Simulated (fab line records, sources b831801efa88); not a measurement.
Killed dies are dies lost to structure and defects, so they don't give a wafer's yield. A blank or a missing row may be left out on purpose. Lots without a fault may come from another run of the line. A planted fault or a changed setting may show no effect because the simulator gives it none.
fab line records | flow sky130
record lots=11 wafers=33 last_day=50
route steps=708 shown GATE_OXIDE@188 LDD_HVP@287 METAL2@499 VIA2@519
lots that met no fault: from a run of the same line without faults
start_h: hours from the record's first day to the start of the lot's first wafer shown | wait_h: hours since the lot's step before | " the same as in the row above | L1.1+2: a row that stands for several wafers | - no value, or no start given | * or withheld: withheld | < > ~ a bound
route shown NAME@n: a module of which the file shows steps, and the number in the route of the first | usual: mean/standard deviation of fault-free wafers | same: alike in all rows | chamber/n: place in a boat | sites: the reading at each site | _std_site: their standard deviation | _edge_site: outer sites' mean less inner sites' | radius_mm: how far each site lies from the wafer's centre | mask NAME#n: copy n | behind: the tool/chamber that last shaped the wafer | hold: why the lot was held/for how many hours/how that ended | device: the transistor (n, p or np) that didn't switch | end of line: the same wafers' tests at the end of the route | a step without rows: its recipe alone | killed: dies lost to structure and defects at the first sort, not the wafer's yield | map: a wafer's dies, x killed, . not, _ none there
set.NAME: the setting as run; set.NAME@STEP: as run at that earlier step | model.NAME: the simulator's own value behind a step, which no gauge read
steps of the route over a sample of lots; a table a step, a row a wafer
services: from which hour (start_h, from the record's first day; less than 0 if before it) a tool's chamber was out of use, for how many hours, and why
## steps
# step SKY_GATE_OXIDE_OXIDATION_01
# recipe temp_c=900 ambient=O2 stabilise_s=600 purge_s=300 target_thk_a=102.68 ox_time_s=1473
# usual spike_tc_bottom_C=919.3/1.1 spike_tc_centre_C=900.3/1 spike_tc_lower_C=901.0/1.9 spike_tc_top_C=910.7/1 spike_tc_upper_C=900.1/1.1 tube_center_temp_C=900/0.086 tube_center_temp_C_max=902.3/0.41 zone_power_centre_pct=18.07/0.18
# columns lot.wafer tool chamber start_h wait_h spike_tc_bottom_C spike_tc_centre_C spike_tc_lower_C spike_tc_top_C spike_tc_upper_C tube_center_temp_C tube_center_temp_C_max zone_power_centre_pct
L210.1 furnace-01 0 282.39 0.0 919.2 901.5 903.2 910.7 899.5 899.94 902.0 17.96
L210.5 " 0 " " 918.7 899.0 903.5 910.3 899.1 900.13 902.3 17.84
L210.6 " 0 " " 917.9 899.6 902.9 912.4 897.9 900.01 902.5 17.95
L211.3 furnace-02 0 290.55 0.7 920.4 900.5 899.2 910.0 902.2 899.81 901.9 18.27
L211.5 " 0 " " 919.8 901.0 898.0 910.8 902.0 899.96 902.2 17.95
L211.6 " 0 " " 919.4 901.0 900.2 910.4 899.1 900.23 902.2 17.85
L212.1 furnace-02 0 299.50 1.1 918.8 900.2 899.8 911.3 899.3 900.14 902.4 18.00
L212.2 " 0 " " 921.5 899.2 899.3 910.5 900.1 900.02 901.8 18.12
L212.4 " 0 " " 920.5 900.0 899.0 910.0 899.1 900.07 902.3 17.88
L214.2 furnace-02 0 304.93 0.6 918.5 900.1 899.9 909.0 901.9 900.02 902.2 18.15
L214.3 " 0 " " 918.8 899.4 901.5 909.0 900.4 900.03 902.8 18.06
L214.5 " 0 " " 919.8 900.6 898.7 911.6 901.7 899.93 901.6 18.28
L215.2 furnace-01 0 320.93 0.1 918.9 899.9 904.0 911.2 898.6 900.06 902.4 17.96
L215.3 " 0 " " 920.2 900.9 902.6 911.0 900.2 899.94 901.9 18.09
L215.5 " 0 " " 919.1 898.9 902.3 911.5 900.0 899.81 902.1 17.92
L216.1 furnace-01 0 327.03 0.6 918.9 900.4 903.7 913.6 898.7 900 902.6 18.37
L216.2 " 0 " " 919.0 900.0 903.6 911.5 899.4 899.97 902.8 18.04
L216.6 " 0 " " 918.7 900.0 902.4 911.1 900.7 899.93 901.7 17.98
L224.2 furnace-02 0 402.27 0.0 906.3 885.1 886.4 896.8 886.1 886.3 888.4 17.53
L224.4 " 0 " " 905.5 886.7 884.8 897.4 886.7 886.37 888.6 17.13
L224.5 " 0 " " 906.5 886.9 887.1 898.7 886.3 886.19 888.5 17.83
L225.3 furnace-02 0 410.32 0.3 905.2 887.3 885.6 897.3 885.1 886.18 888.5 17.53
L225.4 " 0 " " 907.5 886.6 886.1 896.3 887.3 886.42 889.1 17.73
L225.6 " 0 " " 904.7 885.9 885.2 896.0 886.6 886.39 888.7 17.49
L227.2 furnace-01 0 418.59 1.2 919.5 899.4 903.0 911.6 897.6 900.13 902.6 17.86
L227.4 " 0 " " 917.3 897.5 902.4 911.8 898.7 899.95 903.5 18.41
L227.6 " 0 " " 917.4 900.6 903.2 910.2 900.9 899.97 901.7 17.78
L229.2 furnace-01 0 442.35 1.1 917.1 900.3 902.6 912.8 900.3 899.96 902.4 18.15
L229.4 " 0 " " 917.9 900.2 901.7 908.6 898.6 900.11 902.6 18.17
L229.6 " 0 " " 920.2 898.8 902.8 910.3 898.8 899.93 902.9 18.22
L233.1 furnace-02 0 468.32 0.0 920.9 900.8 901.8 910.6 899.8 899.92 902.8 18.09
L233.2 " 0 " " 920.3 900.7 898.0 908.9 900.8 899.98 902.0 18.08
L233.6 " 0 " " 919.0 900.3 901.0 909.8 900.8 900.02 902.0 18.32
# step SKY_GATE_OXIDE_THK_MEAS_02
# recipe reads=SiO2_of_GATE_OXIDE_OXIDATION_01
# usual GATE_OXIDE_OXIDATION_00_THK=10.27/0.17
# columns lot.wafer tool chamber start_h wait_h hold GATE_OXIDE_OXIDATION_00_THK[nm]
L210.1 film_metro-03 - 283.79 0.0 - 10.06
L210.5 " - " " - 10.11
L210.6 " - " " - 10.20
L211.3 film_metro-02 - 291.98 0.0 - 9.97
L211.5 " - " " - 10.20
L211.6 " - " " - 10.36
L212.1 film_metro-01 - 300.91 0.0 - 10.28
L212.2 " - " " - 10.07
L212.4 " - " " - 10.31
L214.2 film_metro-01 - 306.35 0.0 - 10.15
L214.3 " - " " - 10.36
L214.5 " - " " - 10.24
L215.2 film_metro-03 - 322.35 0.0 - 10.22
L215.3 " - " " - 10.14
L215.5 " - " " - 10.18
L216.1 film_metro-01 - 328.44 0.0 - 10.26
L216.2 " - " " - 10.11
L216.6 " - " " - 10.16
L224.2 film_metro-01 - 403.69 0.0 await_dispo/0.2h/release 9.05
L224.4 " - " " await_dispo/0.2h/release 8.96
L224.5 " - " " await_dispo/0.2h/release 9.01
L224.2 film_metro-01 - 403.92 0.2 - 8.99
L224.4 " - " " - 8.99
L224.5 " - " " - 9.03
L225.3 film_metro-03 - 411.75 0.0 await_dispo/0.2h/release 8.71
L225.4 " - " " await_dispo/0.2h/release 8.83
L225.6 " - " " await_dispo/0.2h/release 8.73
L225.3 film_metro-03 - 411.98 0.2 - 8.75
L225.4 " - " " - 8.81
L225.6 " - " " - 8.69
L227.2 film_metro-01 - 420.00 0.0 - 10.43
L227.4 " - " " - 10.39
L227.6 " - " " - 10.33
L229.2 film_metro-01 - 443.77 0.0 - 10.26
L229.4 " - " " - 10.15
L229.6 " - " " - 10.12
L233.1 film_metro-03 - 469.73 0.0 - 10.28
L233.2 " - " " - 10.31
L233.6 " - " " - 10.33
# step SKY_LDD_HVP_STRIP_09
# recipe chemistry=O2/N2 power_w=1400 pressure_mtorr=1500 platen_temp_c=withheld o2_flow_sccm=3000 n2_flow_sccm=300 overash_fraction=0.5
# usual drypump_motor_current_A=5.6/0.56 oes_product_au=0.409/0.0048 strip_time_to_endpoint_s=4.141/0.015
# same overash_fraction=0.5
# columns lot.wafer tool chamber start_h wait_h drypump_motor_current_A oes_product_au rf_hours_counter_h strip_time_to_endpoint_s
L210.1 plasma_asher-01 0 492.11 0.1 5.2 0.413 65 4.153
L210.5 " 1 " " 5.8 0.404 - 4.132
L210.6 " 0 " " 5.2 0.413 - 4.147
L211.3 plasma_asher-04 1 504.05 0.1 5.8 0.421 - 4.130
L211.5 " 1 " " 5.8 0.407 - 4.149
L211.6 " 0 " " 5.6 0.407 - 4.138
L212.1 plasma_asher-01 0 510.74 0.1 5.2 0.404 67 4.140
L212.2 " 1 " " 5.9 0.413 67 4.165
L212.4 " 0 " " 5.2 0.408 - 4.142
L214.2 plasma_asher-02 0 519.86 0.1 6.4 0.414 83 4.156
L214.3 " 1 " " 4.8 0.413 - 4.161
L214.5 " 0 " " 6.4 0.414 - 4.134
L215.2 plasma_asher-04 0 536.51 0.1 5.6 0.404 40 4.142
L215.3 " 1 " " 5.8 0.412 - 4.159
L215.5 " 1 " " 5.9 0.417 - 4.133
L216.1 plasma_asher-04 0 548.61 0.1 5.6 0.411 41 4.145
L216.2 " 1 " " 5.9 0.408 41 4.137
L216.6 " 0 " " 5.6 0.402 - 4.148
L224.2 plasma_asher-02 0 620.50 0.1 6.4 0.408 94 4.140
L224.4 " 1 " " 4.9 0.403 - 4.111
L224.5 " 0 " " 6.4 0.412 - 4.115
L225.3 plasma_asher-02 0 632.18 0.1 6.4 0.401 - 4.152
L225.4 " 1 " " 4.9 0.402 - 4.126
L225.6 " 1 " " 4.9 0.408 - 4.152
L227.2 plasma_asher-01 1 638.06 0.1 5.8 0.401 80 4.099
L227.4 " 1 " " 5.8 0.405 - 4.120
L227.6 " 1 " " 5.8 0.411 - 4.131
L229.2 plasma_asher-02 1 661.61 0.1 4.9 0.409 98 4.140
L229.4 " 0 " " 6.4 0.413 - 4.158
L229.6 " 0 " " 6.5 0.408 - 4.134
L233.1 plasma_asher-02 0 682.06 0.1 6.4 0.402 100 4.136
L233.2 " 1 " " 4.9 0.409 100 4.136
L233.6 " 1 " " 4.9 0.409 - 4.114
# step SKY_METAL2_OVL_MEAS_16
# usual METAL2_OVL=-3/5.9
# columns lot.wafer tool chamber start_h wait_h METAL2_OVL[nm]
L210.1 overlay-01 - 814.55 0.1 -9
L210.5 " - " " -9
L210.6 " - " " -17
L211.3 overlay-01 - 824.05 0.1 -5
L211.5 " - " " -6
L211.6 " - " " -10
L212.1 overlay-02 - 831.31 0.1 3
L212.2 " - " " 5
L212.4 " - " " 1
L214.2 overlay-01 - 840.25 0.1 -6
L214.3 " - " " -7
L214.5 " - " " 5
L215.2 overlay-01 - 852.61 0.1 3
L215.3 " - " " 4
L215.5 " - " " -2
L216.1 overlay-02 - 865.38 0.1 -14
L216.2 " - " " 2
L216.6 " - " " -7
L224.2 overlay-02 - 926.66 0.1 -8
L224.4 " - " " -6
L224.5 " - " " -16
L225.3 overlay-01 - 935.05 0.1 -6
L225.4 " - " " -3
L225.6 " - " " -16
L227.2 overlay-01 - 941.96 0.1 -15
L227.4 " - " " -2
L227.6 " - " " -9
L229.2 overlay-02 - 963.04 0.1 0
L229.4 " - " " -4
L229.6 " - " " -6
L233.1 overlay-02 - 978.15 0.1 3
L233.2 " - " " -8
L233.6 " - " " -1
# step SKY_VIA2_CD_MEAS_12
# recipe target_cd_nm=200
# usual cd_nm=200.1/1.4
# columns lot.wafer tool chamber start_h wait_h cd_nm
L210.1 cd_sem-02 - 842.28 - 197.8
L210.5 " - " " 198.5
L210.6 " - " " 197.4
L211.3 cd_sem-01 - 851.29 - 200.4
L211.5 " - " " 200.2
L211.6 " - " " 199.3
L212.1 cd_sem-02 - 858.66 - 199.5
L212.2 " - " " 199.9
L212.4 " - " " 199.9
L214.2 cd_sem-02 - 867.52 - 200.4
L214.3 " - " " 202.5
L214.5 " - " " 200.8
L215.2 cd_sem-02 - 879.97 - 201.1
L215.3 " - " " 200.0
L215.5 " - " " 200.5
L216.1 cd_sem-02 - 891.25 - 200.6
L216.2 " - " " 199.2
L216.6 " - " " 200.1
L224.2 cd_sem-01 - 951.93 - 199.0
L224.4 " - " " 200.1
L224.5 " - " " 200.4
L225.3 cd_sem-02 - 960.07 - 200.1
L225.4 " - " " 199.9
L225.6 " - " " 200.3
L227.2 cd_sem-01 - 967.22 - 203.3
L227.4 " - " " 204.7
L227.6 " - " " 203.2
L229.2 cd_sem-02 - 988.47 - 201.9
L229.4 " - " " 201.0
L229.6 " - " " 200.9
L233.1 cd_sem-01 - 1003.20 - 200.0
L233.2 " - " " 200.0
L233.6 " - " " 201.6
## services
# columns tool chamber start_h hours kind
furnace-01 - 259.33 3.6 pm
furnace-02 - 268.13 4.1 pm
furnace-01 - 283.79 5.0 pm
plasma_asher-01 - 284.15 28.1 pm
plasma_asher-04 - 309.93 2.8 pm
plasma_asher-02 - 337.13 1.2 repair
plasma_asher-01 - 359.54 2.6 repair
plasma_asher-01 - 366.70 0.4 repair
furnace-01 - 397.63 3.7 pm
plasma_asher-01 - 407.28 2.8 pm
furnace-02 - 437.16 5.3 pm
plasma_asher-04 - 509.19 14.6 pm
furnace-01 - 541.27 3.3 pm
plasma_asher-04 - 555.10 6.4 repair
plasma_asher-04 - 555.39 1.1 repair
furnace-01 - 566.15 3.5 pm
furnace-02 - 605.09 2.4 pm
plasma_asher-04 - 643.86 1.8 repair
## key
first_sign step=SKY_GATE_OXIDE_OXIDATION_01 reading=tube_center_temp_C direction=down sigmas=99+ usual=* struck=*
effect step=SKY_GATE_OXIDE_OXIDATION_01 reading=tube_center_temp_C_max direction=down sigmas=33 usual=* struck=*
effect step=SKY_GATE_OXIDE_THK_MEAS_02 reading=visit direction=added
effect step=SKY_GATE_OXIDE_THK_MEAS_02 reading=GATE_OXIDE_OXIDATION_00_THK direction=down sigmas=8.1 usual=10.27 struck=8.88
met_at SKY_GATE_OXIDE_OXIDATION_01
struck_lots L224,L225
tester_left_out L224,L225
not_acting_at SKY_LDD_HVP_STRIP_09,SKY_METAL2_OVL_MEAS_16,SKY_VIA2_CD_MEAS_12
onset_between 304.93 402.27
fault kind=process_parameter_drift tool=furnace-02 chamber=- onset_h=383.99 steps=SKY_GATE_OXIDE_OXIDATION_01 channel=temp_c offset=* shape=step end_h=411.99 acts_in=* stated=*
# tester_left_out: of these lots the tester's yield and bins aren't shown, on N5 and GAA mostly nor the transistor test; their killed dies are dies lost to structure and defects alone, not to doping, threshold or leakage, so they don't give the yield
